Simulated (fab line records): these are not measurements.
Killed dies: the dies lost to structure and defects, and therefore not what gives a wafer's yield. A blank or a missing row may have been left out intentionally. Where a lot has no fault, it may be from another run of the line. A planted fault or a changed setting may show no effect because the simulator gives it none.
fab line records	flow sky130
record lots=12	wafers=36	last-day=50
route steps=708 shown SD_P@324 SD_N@353 LI_CONTACT@363 PAD_OPEN@708
lots untouched by any fault: they come from a run of this same line in which no faults occurred
start-h: the number of hours between the record's first day and the start of the first shown wafer of the lot	wait-h: how many hours have passed since the lot's step before this one	" unchanged from the row above	L1.1+2: one row covering several wafers at once	- value missing, or start not given	* or withheld: withheld	< > ~ a bound
route shown NAME@n: NAME is a module with steps in the file, n the number in the route of the first one	usual: the fault-free wafers' mean and standard deviation	same: alike in all rows	chamber/n: place in a boat	sites: readings site by site	_std_site: how widely they spread, as a standard deviation	_edge_site: mean of outer sites minus mean of inner sites	radius-mm: how far each site lies from the wafer's centre	mask NAME#n: copy n	behind: the tool/chamber that last shaped the wafer	hold: the reason the lot was held/the length of the hold in hours/how it ended	device: whichever transistor did not switch (one of n, p or np)	end of line: tests run on the same wafers once the route is complete	a step given without rows: its recipe and nothing more	killed: count of dies lost to structure and defects at first sort (not the wafer's yield)	map: a wafer's dies, x killed, . not, _ none there
set.NAME: the setting as run; set.NAME@STEP: as run at that earlier step	model.NAME: the simulator's own value behind a step, which no gauge read
a sample of lots followed through the steps of the route, with each step as a table and each wafer as a row
services: a tool's chamber out of use, with start hour (start-h, from the record's first day; less than 0 if before it), hours out, and reason
## steps
# step SKY_SD_P_EXPOSE_04
# recipe mask-id=PSDM	na=0.6	source-shape=conventional	sigma-outer=0.6	polarization=unpolarized	target-cd-nm=380	dose-mj=138
# same sigma-outer=0.6
lot.wafer	tool	chamber	start-h	wait-h	mask
L366.2+3+4	iline-stepper-02	0	580.72	-	PSDM#0
L367.1+5+6	iline-stepper-01	0	580.95	-	PSDM#0
L370.1+3+4	iline-stepper-01	0	607.96	-	PSDM#0
L371.3+4+5	iline-stepper-02	0	612.85	-	PSDM#0
L372.3+5+6	iline-stepper-02	0	636.38	-	PSDM#0
L373.1+4+5	iline-stepper-01	0	640.23	-	PSDM#0
L377.2+3+4	iline-stepper-01	0	663.39	-	PSDM#0
L376.1+2+6	iline-stepper-02	0	664.39	-	NSDM#0
L386.2+5+6	iline-stepper-02	0	741.65	-	PSDM#0
L387.2+3+4	iline-stepper-02	0	746.09	-	PSDM#0
L388.3+4+5	iline-stepper-02	0	748.02	-	PSDM#0
L389.1+3+5	iline-stepper-02	0	769.97	-	PSDM#0
# step SKY_SD_P_CD_MEAS_07
# recipe target-cd-nm=380
# usual cd-nm=380.2/2.5
lot.wafer	tool	chamber	start-h	wait-h	cd-nm
L366.2	cd-sem-01	-	594.55	0.1	383.6
L366.3	"	-	"	"	383.4
L366.4	"	-	"	"	382.8
L367.1	cd-sem-02	-	594.83	0.1	375.5
L367.5	"	-	"	"	376.6
L367.6	"	-	"	"	379.4
L370.1	cd-sem-01	-	622.42	0.1	382.9
L370.3	"	-	"	"	381.3
L370.4	"	-	"	"	379.6
L371.3	cd-sem-01	-	626.12	0.1	379.8
L371.4	"	-	"	"	378.0
L371.5	"	-	"	"	382.0
L372.3	cd-sem-02	-	651.41	0.1	381.2
L372.5	"	-	"	"	382.5
L372.6	"	-	"	"	382.5
L373.1	cd-sem-02	-	653.92	0.1	381.8
L373.4	"	-	"	"	380.4
L373.5	"	-	"	"	382.3
L377.2	cd-sem-02	-	678.35	0.1	376.8
L377.3	"	-	"	"	380.6
L377.4	"	-	"	"	376.3
L376.1	cd-sem-02	-	679.22	0.1	-
L376.2	"	-	"	"	-
L376.6	"	-	"	"	-
L386.2	cd-sem-02	-	754.74	0.1	381.1
L386.5	"	-	"	"	380.8
L386.6	"	-	"	"	379.3
L387.2	cd-sem-01	-	759.96	0.1	381.8
L387.3	"	-	"	"	379.0
L387.4	"	-	"	"	379.6
L388.3	cd-sem-02	-	761.98	0.1	378.4
L388.4	"	-	"	"	378.2
L388.5	"	-	"	"	377.2
L389.1	cd-sem-02	-	783.07	0.1	387.0
L389.3	"	-	"	"	383.2
L389.5	"	-	"	"	386.1
# step SKY_SD_P_TW_MEAS_11
# usual SD_P_TW=2821/29
lot.wafer	tool	chamber	start-h	wait-h	SD_P_TW
L366.2	film-metro-04	-	594.95	0.1	2793
L366.3	"	-	"	"	2791
L366.4	"	-	"	"	2771
L367.1	film-metro-04	-	595.24	0.1	2793
L367.5	"	-	"	"	2775
L367.6	"	-	"	"	2800
L370.1	film-metro-02	-	622.82	0.1	2864
L370.3	"	-	"	"	2854
L370.4	"	-	"	"	2859
L371.3	film-metro-02	-	626.51	0.1	2850
L371.4	"	-	"	"	2855
L371.5	"	-	"	"	2865
L372.3	film-metro-04	-	651.79	0.1	2790
L372.5	"	-	"	"	2790
L372.6	"	-	"	"	2800
L373.1	film-metro-03	-	654.32	0.1	2812
L373.4	"	-	"	"	2842
L373.5	"	-	"	"	2840
L377.2	film-metro-03	-	678.75	0.1	2832
L377.3	"	-	"	"	2831
L377.4	"	-	"	"	2829
L376.1	film-metro-04	-	679.62	0.1	30
L376.2	"	-	"	"	30
L376.6	"	-	"	"	30
L386.2	film-metro-04	-	755.13	0.1	2790
L386.5	"	-	"	"	2781
L386.6	"	-	"	"	2806
L387.2	film-metro-04	-	760.35	0.1	2797
L387.3	"	-	"	"	2784
L387.4	"	-	"	"	2768
L388.3	film-metro-03	-	762.36	0.1	2834
L388.4	"	-	"	"	2827
L388.5	"	-	"	"	2829
L389.1	film-metro-04	-	783.47	0.1	2813
L389.3	"	-	"	"	2802
L389.5	"	-	"	"	2802
# step SKY_SD_N_STRIP_11
# recipe chemistry=O2/N2	power-w=1400	pressure-mtorr=1500	platen-temp-c=withheld	o2-flow-sccm=3000	n2-flow-sccm=300	overash-fraction=0.5
# usual drypump-motor-current-A=6.0/0.43	oes-product-au=0.527/0.0049	strip-time-to-endpoint-s=22.52/0.046
lot.wafer	tool	chamber	start-h	wait-h	drypump-motor-current-A	oes-product-au	rf-hours-counter-h	strip-time-to-endpoint-s
L366.2	plasma-asher-01	0	653.64	0.1	5.8	0.530	50	22.54
L366.3	"	1	"	"	6.1	0.528	-	22.51
L366.4	"	0	"	"	5.7	0.521	-	22.54
L367.1	plasma-asher-02	1	653.74	0.1	6.5	0.529	97	22.50
L367.5	"	1	"	"	6.5	0.532	-	22.49
L367.6	"	0	"	"	6.3	0.525	-	22.49
L370.1	plasma-asher-02	0	680.14	0.1	6.3	0.527	99	22.60
L370.3	"	1	"	"	6.5	0.527	-	22.58
L370.4	"	0	"	"	6.3	0.533	-	22.56
L371.3	plasma-asher-02	0	684.27	0.1	6.3	0.534	-	22.48
L371.4	"	1	"	"	6.5	0.513	-	22.46
L371.5	"	1	"	"	6.5	0.527	-	22.52
L372.3	plasma-asher-01	1	708.18	0.1	6.1	0.528	-	22.54
L372.5	"	1	"	"	6.1	0.540	-	22.57
L372.6	"	0	"	"	5.7	0.528	-	22.55
L373.1	plasma-asher-02	0	710.74	0.1	6.2	0.529	102	22.47
L373.4	"	1	"	"	6.5	0.524	-	22.51
L373.5	"	1	"	"	6.5	0.529	-	22.52
L377.2	plasma-asher-01	0	733.64	0.1	5.8	0.523	58	22.39
L377.3	"	1	"	"	6.1	0.522	-	22.43
L377.4	"	0	"	"	5.8	0.530	-	22.42
L376.1	plasma-asher-03	0	734.99	0.1	5.2	0.525	28	22.51
L376.2	"	1	"	"	5.7	0.516	28	22.48
L376.6	"	1	"	"	5.7	0.525	-	22.54
L386.2	plasma-asher-02	0	808.54	0.1	6.3	0.529	7	22.54
L386.5	"	1	"	"	6.5	0.520	-	22.55
L386.6	"	0	"	"	6.3	0.536	-	22.50
L387.2	plasma-asher-03	1	813.09	0.1	5.7	0.523	36	22.59
L387.3	"	1	"	"	5.7	0.533	-	22.56
L387.4	"	0	"	"	5.2	0.524	-	22.57
L388.3	plasma-asher-02	1	814.98	0.1	6.5	0.517	-	22.51
L388.4	"	0	"	"	6.3	0.531	-	22.51
L388.5	"	1	"	"	6.5	0.530	-	22.52
L389.1	plasma-asher-01	1	835.19	0.1	6.1	0.526	67	22.53
L389.3	"	1	"	"	6.1	0.524	-	22.51
L389.5	"	0	"	"	5.7	0.535	-	22.55
# step SKY_SD_N_RS_MEAS_16
# recipe thk-meas-gauge=four-point-probe
# usual SD_N_RS=68.47/0.12
lot.wafer	tool	chamber	start-h	wait-h	SD_N_RS[ohm/sq]
L366.2	film-metro-04	-	654.04	0.1	68.38
L366.3	"	-	"	"	68.71
L366.4	"	-	"	"	68.43
L367.1	film-metro-02	-	654.13	0.1	68.68
L367.5	"	-	"	"	68.59
L367.6	"	-	"	"	68.46
L370.1	film-metro-04	-	680.52	0.1	68.33
L370.3	"	-	"	"	68.49
L370.4	"	-	"	"	68.43
L371.3	film-metro-03	-	684.66	0.1	68.50
L371.4	"	-	"	"	68.64
L371.5	"	-	"	"	68.47
L372.3	film-metro-02	-	708.62	0.1	68.20
L372.5	"	-	"	"	68.50
L372.6	"	-	"	"	68.46
L373.1	film-metro-04	-	711.13	0.1	68.40
L373.4	"	-	"	"	68.52
L373.5	"	-	"	"	68.44
L377.2	film-metro-04	-	734.09	0.1	68.45
L377.3	"	-	"	"	68.43
L377.4	"	-	"	"	68.41
L376.1	film-metro-02	-	735.38	0.1	68.56
L376.2	"	-	"	"	68.58
L376.6	"	-	"	"	68.40
L386.2	film-metro-02	-	808.94	0.1	68.51
L386.5	"	-	"	"	68.60
L386.6	"	-	"	"	68.58
L387.2	film-metro-04	-	813.49	0.1	68.51
L387.3	"	-	"	"	68.61
L387.4	"	-	"	"	68.44
L388.3	film-metro-03	-	815.37	0.1	68.75
L388.4	"	-	"	"	68.66
L388.5	"	-	"	"	68.57
L389.1	film-metro-04	-	835.58	0.1	68.52
L389.3	"	-	"	"	68.42
L389.5	"	-	"	"	68.37
# step SKY_LI_CONTACT_THK_MEAS_01
# recipe reads=PSG_of_LI_CONTACT_HDPCVD_00
# usual LI_CONTACT_HDPCVD_THK=929/11
lot.wafer	tool	chamber	start-h	wait-h	LI_CONTACT_HDPCVD_THK[nm]
L366.2	film-metro-04	-	654.52	0.1	922
L366.3	"	-	"	"	912
L366.4	"	-	"	"	922
L367.1	film-metro-03	-	654.61	0.1	940
L367.5	"	-	"	"	927
L367.6	"	-	"	"	936
L370.1	film-metro-02	-	681.00	0.1	926
L370.3	"	-	"	"	920
L370.4	"	-	"	"	945
L371.3	film-metro-03	-	685.12	0.1	942
L371.4	"	-	"	"	928
L371.5	"	-	"	"	930
L372.3	film-metro-03	-	709.09	0.1	925
L372.5	"	-	"	"	927
L372.6	"	-	"	"	931
L373.1	film-metro-03	-	711.62	0.1	957
L373.4	"	-	"	"	940
L373.5	"	-	"	"	940
L377.2	film-metro-02	-	734.56	0.1	917
L377.3	"	-	"	"	924
L377.4	"	-	"	"	927
L376.1	film-metro-04	-	735.86	0.1	928
L376.2	"	-	"	"	940
L376.6	"	-	"	"	949
L386.2	film-metro-03	-	809.41	0.1	925
L386.5	"	-	"	"	935
L386.6	"	-	"	"	924
L387.2	film-metro-03	-	813.96	0.1	910
L387.3	"	-	"	"	937
L387.4	"	-	"	"	941
L388.3	film-metro-02	-	815.83	0.1	934
L388.4	"	-	"	"	918
L388.5	"	-	"	"	928
L389.1	film-metro-04	-	836.06	0.1	934
L389.3	"	-	"	"	928
L389.5	"	-	"	"	936
# step SKY_PAD_OPEN_PROBE_99
# usual killed_at_M0_to_M3=43/6.3	killed_at_M4_up=3.3/1.7	killed-at-contacts=24/5.4	killed-at-front-end=16/4.6	killed-at-other=0.4/0.7	killed-dies=87/9.4	killed-on-rim=17/3.9	killed-open=47/6.9	killed-short=39/6.1
# same gross-dies=492	killed-at-back-side=0
lot.wafer	tool	chamber	start-h	wait-h	killed_at_M0_to_M3	killed_at_M4_up	killed-at-contacts	killed-at-front-end	killed-at-other	killed-dies	killed-on-rim	killed-open	killed-short
L376.1	prober-02	-	1140.31	0.1	42	1	22	426	1	492	96	49	40
L376.2	prober-02	-	1140.36	0.1	40	2	28	420	2	492	96	56	37
L376.6	prober-02	-	1140.56	0.2	43	4	28	415	2	492	96	44	43
# killed by level:class
L376.1 SD_P:area-expose=402 VIA1:geometric-particle:open=11 CONTACT:geometric-particle:open=8 POLY_GATE:geometric-particle:short=7 FIELD_ISO:geometric-particle:open=6 LI_CONTACT:geometric-particle:open=6 METAL1:geometric-particle:short=6 VIA2:geometric-particle:open=6
L376.2 SD_P:area-expose=398 VIA2:geometric-particle:open=11 LI_CONTACT:geometric-particle:open=10 VIA3:geometric-particle:open=9 CONTACT:geometric-particle:open=8 VIA1:geometric-particle:open=8 FIELD_ISO:geometric-particle:short=5 POLY_GATE:geometric-particle:short=5
L376.6 SD_P:area-expose=402 CONTACT:geometric-particle:open=11 LOCAL_INTERCONNECT:geometric-particle:short=7 LI_CONTACT:geometric-particle:open=7 VIA1:geometric-particle:short=7 VIA2:geometric-particle:open=7 VIA1:geometric-particle:open=6 FIELD_ISO:geometric-particle:open=5
## services
tool	chamber	start-h	hours	kind
iline-stepper-01	-	560.60	1.7	pm
iline-stepper-02	-	578.28	1.7	pm
iline-stepper-01	-	617.97	6.8	repair
iline-stepper-02	0	636.02	-	calibration
iline-stepper-01	-	704.53	7.2	repair
iline-stepper-02	-	705.07	0.8	repair
plasma-asher-02	-	733.75	9.0	pm
plasma-asher-02	0	733.75	9.0	vent-cycle
plasma-asher-01	-	741.95	15.6	pm
plasma-asher-03	-	744.24	3.9	repair
plasma-asher-03	-	749.64	1.1	repair
iline-stepper-01	-	750.10	8.9	pm
plasma-asher-02	-	756.03	2.2	repair
plasma-asher-02	-	759.13	0.8	repair
iline-stepper-01	-	765.53	1.7	pm
plasma-asher-03	-	767.87	2.1	repair
iline-stepper-01	-	768.17	18.7	repair
plasma-asher-03	-	786.20	2.8	pm
iline-stepper-02	-	789.90	4.7	repair
iline-stepper-02	-	796.46	1.7	pm
plasma-asher-02	-	801.16	1.8	repair
plasma-asher-03	-	814.89	5.7	repair
plasma-asher-01	-	818.23	2.8	pm
iline-stepper-01	-	835.24	4.4	pm
## key
first-sign step=SKY_SD_P_EXPOSE_04	reading=mask	direction=changed
effect step=SKY_SD_P_CD_MEAS_07	reading=cd-nm	direction=missing
effect step=SKY_SD_P_TW_MEAS_11	reading=SD_P_TW	direction=down	sigmas=97	usual=2821	struck=30
effect step=SKY_PAD_OPEN_PROBE_99	reading=killed-at-front-end	direction=up	sigmas=88	usual=16	struck=420
more-kills-born-at SKY_SD_P_EXPOSE_04@iline-stepper-02=1202
met-at SKY_SD_P_EXPOSE_04
struck-lots L376
tester-left-out L376
not-acting-at SKY_SD_N_STRIP_11,SKY_SD_N_RS_MEAS_16,SKY_LI_CONTACT_THK_MEAS_01
onset-between 636.38 664.39
fault kind=wrong-mask	tool=any	chamber=-	onset-h=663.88	steps=SKY_SD_P_EXPOSE_04	aux-copy=NSDM#0	scope=struck-lots-only
# tester-left-out: of these lots the tester's yield and bins aren't shown, on N5 and GAA mostly nor the transistor test; their killed dies are dies lost to structure and defects alone, not to doping, threshold or leakage, so they don't give the yield
